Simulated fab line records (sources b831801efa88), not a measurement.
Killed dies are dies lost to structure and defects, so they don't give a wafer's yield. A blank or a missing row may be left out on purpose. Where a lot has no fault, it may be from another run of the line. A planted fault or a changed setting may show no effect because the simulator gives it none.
fab line records	flow sky130
record lots=11	wafers=33	lastDay=50
route steps=708 shown SONOS_ONO@173 GATE_OXIDE@200 POLY_GATE@231 LDD_N@247 PAD_OPEN@708
lots that met no fault: from a run of the same line without faults
startH: hours from the record's first day to the start of the lot's first wafer shown	waitH: hours since the lot's step before	" as in the row above	L1.1+2: a single row standing in for several wafers	- no value, or no start was given	* or withheld: withheld	< > ~ a bound
route shown NAME@n: a module of which the file shows steps, and the number in the route of the first	usual: mean and standard deviation over wafers with no fault	same: alike in all rows	chamber/n: place in a boat	sites: per-site readings	_std_site: the values' standard deviation	_edge_site: mean of outer sites minus mean of inner sites	radiusMm: for every site, how far away it sits from the centre of the wafer	mask NAME#n: copy n	behind: the tool/chamber that last shaped the wafer	hold: the reason the lot was held/the length of the hold in hours/how it ended	device: whichever transistor did not switch (one of n, p or np)	end of line: at the end of the route, the tests of the same wafers	step lacking rows: just its recipe	killed: at the first sort, the dies lost to defects and structure; wafer yield is something else	map: shows each die of a wafer: x if killed, . if not, _ if none is there
set.NAME: setting as actually run; set.NAME@STEP: the setting as run at that earlier step	model.NAME: the simulator's own value behind a step, which no gauge read
the route's steps for a sample of lots (tables are steps, rows are wafers)
services: from which hour (startH, from the record's first day; less than 0 if before it) a tool's chamber was out of use, for how many hours, and why
## steps
# step SKY_SONOS_ONO_THK_MEAS_05
# recipe reads=SiO2_of_SONOS_ONO_CVD_04
# usual SONOS_ONO_CVD_04_THK=5.72/0.12
lot.wafer	tool	chamber	startH	waitH	SONOS_ONO_CVD_04_THK[nm]
L601.4	filmMetro-04	-	263.64	0.0	5.62
L601.5	"	-	"	"	5.64
L601.6	"	-	"	"	5.77
L603.1	filmMetro-03	-	286.50	0.0	5.72
L603.4	"	-	"	"	5.68
L603.6	"	-	"	"	5.61
L605.1	filmMetro-04	-	296.52	0.0	5.63
L605.4	"	-	"	"	5.41
L605.6	"	-	"	"	5.59
L607.1	filmMetro-04	-	318.89	0.0	5.78
L607.2	"	-	"	"	5.77
L607.4	"	-	"	"	5.81
L608.2	filmMetro-01	-	324.30	0.0	5.67
L608.3	"	-	"	"	5.59
L608.6	"	-	"	"	5.63
L610.1	filmMetro-04	-	335.84	0.0	5.73
L610.3	"	-	"	"	5.76
L610.5	"	-	"	"	5.70
L612.1	filmMetro-04	-	358.89	0.0	5.63
L612.4	"	-	"	"	5.64
L612.6	"	-	"	"	5.73
L613.4	filmMetro-03	-	364.43	0.0	5.67
L613.5	"	-	"	"	5.60
L613.6	"	-	"	"	5.64
L620.3	filmMetro-01	-	416.92	0.0	5.77
L620.4	"	-	"	"	5.67
L620.5	"	-	"	"	5.72
L621.2	filmMetro-04	-	424.43	0.0	5.91
L621.5	"	-	"	"	5.77
L621.6	"	-	"	"	5.85
L623.1	filmMetro-04	-	440.27	0.0	5.93
L623.2	"	-	"	"	5.91
L623.6	"	-	"	"	5.96
# step SKY_GATE_OXIDE_STRIP_13
# recipe chemistry=O2/N2	powerW=1400	pressureMtorr=1500	platenTempC=withheld	o2FlowSccm=3000	n2FlowSccm=300	overashFraction=0.5
# usual chamberPressureMTorr=1500.1/1.4	drypumpMotorCurrentA=5.6/0.49	o2FlowSccm=2999/8.4	oesProductAu=0.715/0.0047	stripTimeToEndpointS=14.18/0.036
lot.wafer	tool	chamber	startH	waitH	chamberPressureMTorr	drypumpMotorCurrentA	o2FlowSccm	oesProductAu	rfHoursCounterH	stripTimeToEndpointS
L601.4	plasmaAsher-03	1	315.68	0.0	1501.2	5.8	2999	0.714	-	14.13
L601.5	"	1	"	"	1498.9	5.8	3004	0.722	-	14.17
L601.6	"	0	"	"	1503.0	5.5	3007	0.713	-	14.13
L603.1	plasmaAsher-01	0	340.89	0.0	1501.8	5.0	3010	0.710	67	14.17
L603.4	"	1	"	"	1500.8	6.1	3014	0.710	-	14.15
L603.6	"	1	"	"	1500.2	6.1	3004	0.722	-	14.15
L605.1	plasmaAsher-01	0	352.20	0.0	1499.3	5.0	3000	0.724	68	14.19
L605.4	"	0	"	"	1499.4	5.0	3004	0.715	-	14.17
L605.6	"	0	"	"	1501.6	5.0	3010	0.719	-	14.18
L607.1	plasmaAsher-01	0	376.04	0.0	1500.8	4.9	3001	0.721	70	14.18
L607.2	"	1	"	"	1500.1	6.1	3001	0.713	70	14.21
L607.4	"	0	"	"	1500.0	4.9	2999	0.715	-	14.18
L608.2	plasmaAsher-01	1	383.27	0.0	1499.2	6.1	2988	0.720	71	14.11
L608.3	"	1	"	"	1500.5	6.1	2993	0.713	-	14.18
L608.6	"	0	"	"	1497.9	5.0	2994	0.723	-	14.14
L610.1	plasmaAsher-01	1	394.70	0.0	1500.1	6.1	2980	0.718	72	14.19
L610.3	"	0	"	"	1499.1	5.0	3010	0.707	-	14.20
L610.5	"	0	"	"	1499.8	5.0	3011	0.715	-	14.18
L612.1	plasmaAsher-03	0	421.56	0.0	1500.0	5.6	3000	0.722	68	14.14
L612.4	"	1	"	"	1499.4	5.8	3003	0.705	-	14.15
L612.6	"	0	"	"	1500.0	5.6	2999	0.723	-	14.12
L613.4	plasmaAsher-04	1	425.03	0.0	1500.8	6.3	3000	0.717	-	14.17
L613.5	"	0	"	"	1498.7	5.0	2994	0.720	-	14.16
L613.6	"	1	"	"	1500.1	6.3	3001	0.717	-	14.17
L620.3	plasmaAsher-01	0	481.80	0.0	1498.2	5.0	3018	0.718	-	14.24
L620.4	"	1	"	"	1502.0	6.1	3013	0.715	-	14.20
L620.5	"	0	"	"	1501.4	5.0	3011	0.715	-	14.20
L621.2	plasmaAsher-03	1	488.92	0.0	1499.8	5.8	3010	0.721	75	14.17
L621.5	"	1	"	"	1502.0	5.8	2986	0.709	-	14.23
L621.6	"	0	"	"	1501.3	5.6	2994	0.710	-	14.27
L623.1	plasmaAsher-03	0	505.85	0.0	1499.2	5.6	3005	0.726	77	14.20
L623.2	"	1	"	"	1501.7	5.8	2999	0.719	77	14.18
L623.6	"	0	"	"	1499.9	5.6	2991	0.722	-	14.22
# step SKY_POLY_GATE_ETCH_17
# recipe targetDepthNm=180	stopOn=SiO2	overEtchFrac=0.56667	chemistry=HBr/Cl2	target=poly-Si	icpW=400	biasW=100	pressureMtorr=10	HBr_flow_sccm=150	Cl2_flow_sccm=50	timeS=70.5
# usual chamberPressureMTorr=10.000/0.0089	drypumpMotorCurrentA=6.0/0.55	oesProductAu=0.987/0.0071	throttleValvePct=33.685/0.0093
lot.wafer	tool	chamber	startH	waitH	chamberPressureMTorr	drypumpMotorCurrentA	oesProductAu	rfHoursCounterH	throttleValvePct
L601.4	rieSi-01	1	375.95	0.0	9.987	5.9	0.985	2	33.684
L601.5	"	3	"	"	9.987	6.2	0.988	-	33.696
L601.6	"	2	"	"	10.013	6.8	1.004	-	33.685
L603.1	rieSi-01	1	404.30	0.0	9.995	5.8	0.980	2	33.675
L603.4	"	3	"	"	10.017	6.2	0.985	4	33.682
L603.6	"	1	"	"	10.001	5.8	0.982	-	33.687
L605.1	rieSi-02	0	422.54	0.0	9.989	6.3	0.989	35	33.682
L605.4	"	3	"	"	10.000	6.8	0.987	4	33.698
L605.6	"	3	"	"	9.998	6.8	0.984	-	33.701
L607.1	rieSi-02	2	443.24	0.0	9.996	5.4	0.992	2	33.692
L607.2	"	1	"	"	10.009	5.8	0.994	6	33.679
L607.4	"	0	"	"	9.991	6.3	0.995	35	33.687
L608.2	rieSi-01	2	453.89	0.0	9.987	6.8	0.984	3	33.705
L608.3	"	1	"	"	10.001	5.9	0.978	3	33.693
L608.6	"	0	"	"	10.002	5.2	0.976	-	33.679
L610.1	rieSi-01	1	464.40	0.0	9.997	5.8	0.974	3	33.685
L610.3	"	2	"	"	9.996	6.9	0.998	3	33.683
L610.5	"	2	"	"	9.991	6.8	0.990	-	33.686
L612.1	rieSi-02	1	490.45	0.0	10.012	5.8	0.996	6	33.690
L612.4	"	3	"	"	9.989	6.8	0.993	5	33.682
L612.6	"	0	"	"	9.996	6.3	0.992	-	33.680
L613.4	rieSi-01	1	493.00	0.0	10.004	5.9	0.983	3	33.678
L613.5	"	3	"	"	10.006	6.2	0.987	-	33.688
L613.6	"	0	"	"	10.003	5.2	0.996	-	33.681
L620.3	rieSi-02	3	550.57	0.0	9.994	6.8	0.994	5	33.693
L620.4	"	2	"	"	10.017	5.4	0.996	2	33.688
L620.5	"	2	"	"	10.003	5.4	0.991	-	33.698
L621.2	rieSi-01	0	556.85	0.0	9.995	5.2	0.990	6	33.684
L621.5	"	3	"	"	9.999	6.2	0.978	-	33.686
L621.6	"	1	"	"	9.997	5.9	0.982	-	33.658
L623.1	rieSi-01	0	574.15	0.0	10.003	5.2	0.989	6	33.682
L623.2	"	2	"	"	10.015	6.8	0.997	3	33.700
L623.6	"	1	"	"	9.965	5.9	0.986	-	33.684
# step SKY_LDD_N_IMPLANT_10
# recipe species=As	energyKev=20	doseCm2=7.5e+13	tiltDeg=withheld	rotationDeg=203
# usual beamEnergyKeV=19.998/0.0053	beamOnS=9.98/0.21	doseIonsCm2=7.502e+13/7.6e+10	endStationPressureTorr=5.31e-06/2.9e-07	faradayCurrentUA=423/8.8
lot.wafer	tool	chamber	startH	waitH	beamEnergyKeV	beamOnS	doseIonsCm2	endStationPressureTorr	faradayCurrentUA
L601.4	implanter-04	0	407.36	0.1	19.998	9.93	7.491e+13	5.12e-06	426
L601.5	"	0	"	"	20.000	10.18	7.502e+13	5.08e-06	415
L601.6	"	0	"	"	19.997	9.89	7.501e+13	5.61e-06	429
L603.1	implanter-04	0	437.34	0.1	20.007	9.80	7.501e+13	5.37e-06	432
L603.4	"	0	"	"	20.000	10.10	7.505e+13	5.15e-06	417
L603.6	"	0	"	"	20.008	9.72	7.49e+13	5.61e-06	435
L605.1	implanter-01	0	455.90	0.1	20.006	9.91	7.493e+13	5.61e-06	427
L605.4	"	0	"	"	20.012	10.02	7.5e+13	5.51e-06	421
L605.6	"	0	"	"	20.002	10.25	7.492e+13	5.62e-06	413
L607.1	implanter-01	0	477.29	0.1	19.995	10.06	7.488e+13	5e-06	416
L607.2	"	0	"	"	19.999	10.07	7.498e+13	5.06e-06	418
L607.4	"	0	"	"	19.995	9.96	7.497e+13	5.7e-06	423
L608.2	implanter-01	0	487.72	0.1	17.291	11.19	7.511e+13	5.4e-06	378
L608.3	"	0	"	"	17.290	11.72	7.499e+13	5.32e-06	362
L608.6	"	0	"	"	17.295	11.88	7.507e+13	5.3e-06	355
L610.1	implanter-01	0	498.14	0.1	17.295	11.10	7.502e+13	5.23e-06	379
L610.3	"	0	"	"	17.293	11.57	7.495e+13	5.12e-06	364
L610.5	"	0	"	"	17.296	11.44	7.494e+13	5.1e-06	371
L612.1	implanter-04	0	523.79	0.1	20.002	10.13	7.504e+13	4.84e-06	418
L612.4	"	0	"	"	20.008	9.71	7.506e+13	5.44e-06	435
L612.6	"	0	"	"	20.010	9.98	7.502e+13	5.54e-06	424
L613.4	implanter-01	0	526.57	0.1	17.287	11.64	7.503e+13	5.42e-06	363
L613.5	"	0	"	"	17.287	11.67	7.507e+13	4.82e-06	361
L613.6	"	0	"	"	17.287	11.85	7.505e+13	4.97e-06	354
L620.3	implanter-01	0	583.70	0.1	20.004	10.35	7.507e+13	5.38e-06	410
L620.4	"	0	"	"	19.991	10.06	7.508e+13	5.1e-06	419
L620.5	"	0	"	"	19.993	9.82	7.505e+13	5.77e-06	430
L621.2	implanter-04	0	589.57	0.1	19.998	10.00	7.505e+13	5.07e-06	422
L621.5	"	0	"	"	19.999	9.90	7.512e+13	5.3e-06	425
L621.6	"	0	"	"	20.005	10.04	7.502e+13	5.44e-06	421
L623.1	implanter-02	0	605.53	0.1	20.001	10.10	7.494e+13	5.34e-06	417
L623.2	"	0	"	"	20.000	9.85	7.492e+13	5.1e-06	430
L623.6	"	0	"	"	19.996	9.83	7.501e+13	5.14e-06	430
# step SKY_PAD_OPEN_PROBE_99
# usual killed_at_M0_to_M3=43/7.1	killed_at_M4_up=3.2/1.9	killedAtContacts=23/5.1	killedAtFrontEnd=15/4.5	killedAtOther=0.4/0.65	killedDies=85/9.4	killedOpen=47/6.8	killedShort=38/6.1
# same grossDies=492	killedAtBackSide=0
lot.wafer	tool	chamber	startH	waitH	killed_at_M0_to_M3	killed_at_M4_up	killedAtContacts	killedAtFrontEnd	killedAtOther	killedDies	killedOpen	killedShort
L601.4	prober-01	-	1088.26	0.2	36	2	27	11	1	77	37	40
L601.5	prober-01	-	1088.31	0.2	32	3	24	19	0	78	42	36
L601.6	prober-01	-	1088.36	0.2	50	2	23	13	4	92	48	42
L603.1	prober-01	-	1109.86	0.1	42	1	23	14	0	80	46	34
L603.4	prober-01	-	1110.01	0.2	45	5	28	14	0	92	57	35
L603.6	prober-01	-	1110.11	0.2	40	4	23	17	0	84	51	33
L605.1	prober-01	-	1118.34	0.1	50	3	17	18	1	89	46	41
L605.4	prober-01	-	1118.49	0.2	50	5	19	17	1	92	46	44
L605.6	prober-01	-	1118.59	0.2	52	3	17	23	1	96	47	46
L607.1	prober-01	-	1137.98	0.1	51	1	32	15	1	100	64	36
L607.2	prober-01	-	1138.03	0.1	46	3	20	17	0	86	48	38
L607.4	prober-01	-	1138.13	0.2	46	4	32	24	0	106	56	50
L608.2	prober-02	-	1142.47	0.1	49	1	21	16	1	88	48	39
L608.3	prober-02	-	1142.52	0.2	46	2	21	10	1	80	42	38
L608.6	prober-02	-	1142.67	0.2	44	6	29	9	0	88	54	34
L610.1	prober-02	-	1147.75	0.1	49	3	19	14	0	85	50	35
L610.3	prober-02	-	1147.85	0.2	41	3	17	16	0	77	44	32
L610.5	prober-02	-	1147.95	0.2	41	5	23	11	0	80	41	38
L612.1	prober-02	-	1162.57	0.1	40	3	23	14	2	82	41	41
L612.4	prober-02	-	1162.72	0.2	39	0	22	17	1	79	35	44
L612.6	prober-02	-	1162.82	0.2	39	2	29	24	1	95	46	49
L613.4	prober-01	-	1163.07	0.2	32	3	23	15	2	75	45	30
L613.5	prober-01	-	1163.12	0.2	43	1	28	19	0	91	50	41
L613.6	prober-01	-	1163.17	0.2	42	5	25	15	0	87	45	42
L620.3	prober-02	-	1193.56	0.2	42	3	27	16	1	89	45	44
L620.4	prober-02	-	1193.61	0.2	45	2	27	13	0	87	48	39
L620.5	prober-02	-	1193.66	0.2	36	2	28	17	0	83	41	42
L621.2	prober-01	-	1198.63	0.1	44	2	27	11	0	84	42	42
L621.5	prober-01	-	1198.78	0.2	41	0	26	15	0	82	48	34
L621.6	prober-01	-	1198.83	0.2	35	7	28	11	1	82	45	36
L623.1	prober-02	-	1206.03	0.1	34	3	21	16	0	74	42	32
L623.2	prober-02	-	1206.08	0.1	38	2	28	8	0	76	45	31
L623.6	prober-02	-	1206.28	0.2	49	3	21	15	2	90	50	39
# killed by level:class
L601.4 CONTACT:geometricParticle:open=10 VIA2:geometricParticle:open=7 CONTACT:geometricParticle:short=6 VIA1:geometricParticle:open=6 VIA1:geometricParticle:short=6 LI_CONTACT:geometricParticle:open=5 METAL2:geometricParticle:short=5 LI_CONTACT:geometricParticle:short=4
L601.5 VIA1:geometricParticle:open=10 LI_CONTACT:geometricParticle:open=7 POLY_GATE:geometricParticle:open=5 CONTACT:geometricParticle:open=5 CONTACT:geometricParticle:short=4 METAL2:geometricParticle:short=4 FIELD_ISO:geometricParticle:open=3 FIELD_ISO:geometricParticle:short=3
L601.6 VIA1:geometricParticle:open=14 METAL1:geometricParticle:short=10 VIA1:geometricParticle:short=9 CONTACT:geometricParticle:open=8 LI_CONTACT:geometricParticle:open=6 VIA3:geometricParticle:open=5 VIA2:geometricParticle:open=5 POLY_GATE:geometricParticle:short=4
L603.1 CONTACT:geometricParticle:open=10 VIA1:geometricParticle:open=10 VIA3:geometricParticle:open=8 CONTACT:geometricParticle:short=6 VIA1:geometricParticle:short=6 FIELD_ISO:geometricParticle:open=4 POLY_GATE:geometricParticle:open=4 VIA2:geometricParticle:open=4
L603.4 CONTACT:geometricParticle:open=13 VIA1:geometricParticle:open=8 VIA2:geometricParticle:open=8 VIA3:geometricParticle:open=7 LI_CONTACT:geometricParticle:open=6 VIA2:geometricParticle:short=6 LOCAL_INTERCONNECT:geometricParticle:short=4 POLY_GATE:geometricParticle:open=3
L603.6 VIA3:geometricParticle:open=11 CONTACT:geometricParticle:open=9 VIA2:geometricParticle:open=7 LI_CONTACT:geometricParticle:open=6 POLY_GATE:geometricParticle:open=5 POLY_GATE:geometricParticle:short=5 METAL1:geometricParticle:short=5 VIA1:geometricParticle:open=5
L605.1 VIA1:geometricParticle:open=9 VIA2:geometricParticle:short=7 VIA2:geometricParticle:open=7 FIELD_ISO:geometricParticle:open=6 METAL1:geometricParticle:short=5 LI_CONTACT:geometricParticle:open=5 CONTACT:geometricParticle:short=5 VIA3:geometricParticle:open=5
L605.4 METAL1:geometricParticle:short=13 VIA1:geometricParticle:open=10 CONTACT:geometricParticle:open=8 METAL2:geometricParticle:short=8 FIELD_ISO:geometricParticle:short=7 VIA2:geometricParticle:open=5 POLY_GATE:geometricParticle:open=4 LI_CONTACT:geometricParticle:open=4
L605.6 FIELD_ISO:geometricParticle:open=8 FIELD_ISO:geometricParticle:short=8 CONTACT:geometricParticle:open=7 METAL2:geometricParticle:short=7 VIA2:geometricParticle:open=7 LI_CONTACT:geometricParticle:open=6 VIA3:geometricParticle:open=6 METAL1:geometricParticle:short=6
L607.1 LI_CONTACT:geometricParticle:open=12 VIA2:geometricParticle:open=10 CONTACT:geometricParticle:open=10 VIA1:geometricParticle:open=9 VIA3:geometricParticle:open=8 METAL1:geometricParticle:short=5 FIELD_ISO:geometricParticle:short=4 FIELD_ISO:geometricParticle:open=4
L607.2 VIA1:geometricParticle:open=10 LI_CONTACT:geometricParticle:open=8 CONTACT:geometricParticle:open=6 VIA2:geometricParticle:short=5 VIA3:geometricParticle:open=5 FIELD_ISO:geometricParticle:short=4 METAL1:geometricParticle:short=4 VIA1:geometricParticle:short=4
L607.4 CONTACT:geometricParticle:open=15 VIA1:geometricParticle:open=11 VIA2:geometricParticle:open=7 CONTACT:geometricParticle:short=7 METAL1:geometricParticle:short=7 POLY_GATE:geometricParticle:short=5 POLY_GATE:geometricParticle:open=5 METAL2:geometricParticle:short=5
L608.2 CONTACT:geometricParticle:open=10 VIA1:geometricParticle:open=10 METAL1:geometricParticle:short=7 FIELD_ISO:geometricParticle:open=6 VIA1:geometricParticle:short=6 VIA3:geometricParticle:open=6 POLY_GATE:geometricParticle:open=4 LI_CONTACT:geometricParticle:open=4
L608.3 CONTACT:geometricParticle:open=8 VIA2:geometricParticle:open=8 VIA1:geometricParticle:open=7 METAL2:geometricParticle:short=6 VIA2:geometricParticle:short=6 LI_CONTACT:geometricParticle:open=4 LOCAL_INTERCONNECT:geometricParticle:short=4 VIA3:geometricParticle:open=4
L608.6 VIA1:geometricParticle:open=19 CONTACT:geometricParticle:open=10 LI_CONTACT:geometricParticle:open=7 METAL2:geometricParticle:short=6 VIA2:geometricParticle:open=6 LOCAL_INTERCONNECT:geometricParticle:short=4 VIA3:geometricParticle:open=4 METAL4:geometricParticle:short=4
L610.1 VIA3:geometricParticle:open=13 CONTACT:geometricParticle:open=8 METAL2:geometricParticle:short=6 VIA1:geometricParticle:open=6 VIA2:geometricParticle:open=6 METAL1:geometricParticle:short=5 FIELD_ISO:geometricParticle:open=4 LI_CONTACT:geometricParticle:open=4
L610.3 VIA1:geometricParticle:open=13 POLY_GATE:geometricParticle:open=6 CONTACT:geometricParticle:open=6 METAL1:geometricParticle:short=5 VIA2:geometricParticle:open=5 LOCAL_INTERCONNECT:geometricParticle:short=4 VIA1:geometricParticle:short=4 VIA3:geometricParticle:open=4
L610.5 VIA1:geometricParticle:open=14 CONTACT:geometricParticle:open=7 METAL2:geometricParticle:short=7 LOCAL_INTERCONNECT:geometricParticle:short=6 LI_CONTACT:geometricParticle:open=5 VIA2:geometricParticle:open=5 VIA3:geometricParticle:open=5 METAL1:geometricParticle:short=4
L612.1 LI_CONTACT:geometricParticle:open=9 METAL2:geometricParticle:short=9 FIELD_ISO:geometricParticle:open=5 LOCAL_INTERCONNECT:geometricParticle:short=5 CONTACT:geometricParticle:open=5 VIA2:geometricParticle:open=5 METAL3:geometricParticle:short=5 METAL1:geometricParticle:short=4
L612.4 METAL2:geometricParticle:short=7 LI_CONTACT:geometricParticle:open=6 POLY_GATE:geometricParticle:short=5 CONTACT:geometricParticle:open=5 VIA2:geometricParticle:short=5 VIA2:geometricParticle:open=5 METAL3:geometricParticle:short=5 POLY_GATE:geometricParticle:open=4
L612.6 VIA1:geometricParticle:open=10 LOCAL_INTERCONNECT:geometricParticle:short=9 FIELD_ISO:geometricParticle:short=8 LI_CONTACT:geometricParticle:open=6 CONTACT:geometricParticle:open=6 CONTACT:geometricParticle:short=6 POLY_GATE:geometricParticle:short=5 VIA1:geometricParticle:short=5
L613.4 CONTACT:geometricParticle:open=12 VIA1:geometricParticle:open=6 FIELD_ISO:geometricParticle:short=5 METAL1:geometricParticle:short=5 VIA2:geometricParticle:open=5 VIA3:geometricParticle:open=5 LI_CONTACT:geometricParticle:open=3 LI_CONTACT:geometricParticle:short=3
L613.5 VIA3:geometricParticle:open=10 LI_CONTACT:geometricParticle:open=9 POLY_GATE:geometricParticle:short=8 VIA2:geometricParticle:open=7 VIA1:geometricParticle:open=7 CONTACT:geometricParticle:open=5 CONTACT:geometricParticle:short=5 LOCAL_INTERCONNECT:geometricParticle:short=4
L613.6 VIA1:geometricParticle:open=12 LOCAL_INTERCONNECT:geometricParticle:short=9 VIA3:geometricParticle:open=8 VIA2:geometricParticle:open=7 FIELD_ISO:geometricParticle:short=6 CONTACT:geometricParticle:open=6 LI_CONTACT:geometricParticle:open=4 VIA1:geometricParticle:short=4
L620.3 CONTACT:geometricParticle:open=8 VIA3:geometricParticle:open=8 LI_CONTACT:geometricParticle:open=7 METAL1:geometricParticle:short=6 CONTACT:geometricParticle:short=5 VIA1:geometricParticle:short=5 METAL2:geometricParticle:short=5 FIELD_ISO:geometricParticle:open=4
L620.4 VIA1:geometricParticle:open=12 CONTACT:geometricParticle:open=10 VIA3:geometricParticle:open=9 METAL1:geometricParticle:short=6 VIA3:geometricParticle:short=6 POLY_GATE:geometricParticle:open=5 LI_CONTACT:geometricParticle:open=5 LOCAL_INTERCONNECT:geometricParticle:short=5
L620.5 CONTACT:geometricParticle:open=13 VIA1:geometricParticle:open=8 FIELD_ISO:geometricParticle:short=7 METAL2:geometricParticle:short=7 LI_CONTACT:geometricParticle:open=6 CONTACT:geometricParticle:short=5 VIA3:geometricParticle:open=5 POLY_GATE:geometricParticle:short=4
L621.2 VIA1:geometricParticle:open=11 LOCAL_INTERCONNECT:geometricParticle:short=8 VIA1:geometricParticle:short=8 CONTACT:geometricParticle:open=7 VIA2:geometricParticle:short=6 VIA3:geometricParticle:open=6 FIELD_ISO:geometricParticle:open=5 CONTACT:geometricParticle:short=5
L621.5 VIA1:geometricParticle:open=17 CONTACT:geometricParticle:open=9 LI_CONTACT:geometricParticle:open=7 LOCAL_INTERCONNECT:geometricParticle:short=5 METAL2:geometricParticle:short=5 FIELD_ISO:geometricParticle:open=4 METAL1:geometricParticle:short=4 VIA2:geometricParticle:open=4
L621.6 LI_CONTACT:geometricParticle:open=9 VIA1:geometricParticle:open=9 CONTACT:geometricParticle:open=8 VIA2:geometricParticle:open=7 METAL4:geometricParticle:short=5 VIA3:geometricParticle:short=4 VIA2:geometricParticle:short=4 LI_CONTACT:geometricParticle:short=3
L623.1 CONTACT:geometricParticle:open=9 VIA1:geometricParticle:open=6 VIA3:geometricParticle:open=6 POLY_GATE:geometricParticle:open=5 VIA2:geometricParticle:short=5 POLY_GATE:geometricParticle:short=4 LI_CONTACT:geometricParticle:open=4 CONTACT:geometricParticle:short=4
L623.2 VIA2:geometricParticle:open=10 CONTACT:geometricParticle:open=10 VIA1:geometricParticle:open=10 LI_CONTACT:geometricParticle:short=5 CONTACT:geometricParticle:short=5 VIA1:geometricParticle:short=5 LI_CONTACT:geometricParticle:open=4 LOCAL_INTERCONNECT:geometricParticle:short=4
L623.6 VIA1:geometricParticle:open=13 FIELD_ISO:geometricParticle:open=8 VIA3:geometricParticle:open=8 LI_CONTACT:geometricParticle:open=7 CONTACT:geometricParticle:open=6 METAL1:geometricParticle:short=6 VIA2:geometricParticle:open=6 METAL3:geometricParticle:short=5
## services
tool	chamber	startH	hours	kind
plasmaAsher-04	-	308.00	13.5	repair
rieSi-02	-	311.75	0.8	repair
plasmaAsher-03	-	350.24	0.6	repair
plasmaAsher-04	-	353.76	5.7	repair
plasmaAsher-03	-	418.02	2.5	repair
plasmaAsher-01	-	421.30	9.0	pm
rieSi-01	3	424.07	1.1	repair
implanter-01	-	430.40	0.9	repair
implanter-01	-	439.31	2.6	repair
rieSi-01	0	460.67	4.6	repair
implanter-04	-	463.25	4.5	pm
rieSi-01	-	475.09	2.8	pm
rieSi-01	2	478.51	4.1	repair
rieSi-01	2	484.57	6.3	repair
rieSi-02	2	494.16	4.6	repair
plasmaAsher-01	-	502.49	1.0	repair
implanter-01	-	506.35	4.4	pm
rieSi-02	1	529.99	2.4	repair
rieSi-01	2	547.59	10.9	repair
rieSi-02	2	552.04	1.0	repair
plasmaAsher-01	-	571.96	3.2	repair
rieSi-01	1	583.17	1.4	repair
implanter-01	-	586.52	4.8	pm
implanter-01	-	602.39	4.2	repair
## key
firstSign step=SKY_LDD_N_IMPLANT_10	reading=beamEnergyKeV	direction=down	sigmas=99+	usual=*	struck=*
effect step=SKY_LDD_N_IMPLANT_10	reading=beamOnS	direction=up	sigmas=7.6	usual=9.98	struck=11.56
metAt SKY_LDD_N_IMPLANT_10
struckLots L608,L610,L613
testerLeftOut L608,L610,L613
notActingAt SKY_SONOS_ONO_THK_MEAS_05,SKY_GATE_OXIDE_STRIP_13,SKY_POLY_GATE_ETCH_17
onsetBetween 477.29 487.72
fault kind=processParameterDrift	tool=implanter-01	chamber=-	onsetH=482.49	steps=SKY_LDD_N_IMPLANT_10	channel=energyKev	offset=*	shape=step	endH=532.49	actsIn=*	stated=*
# testerLeftOut: of these lots the tester's yield and bins aren't shown, on N5 and GAA mostly nor the transistor test; their killed dies are dies lost to structure and defects alone, not to doping, threshold or leakage, so they don't give the yield
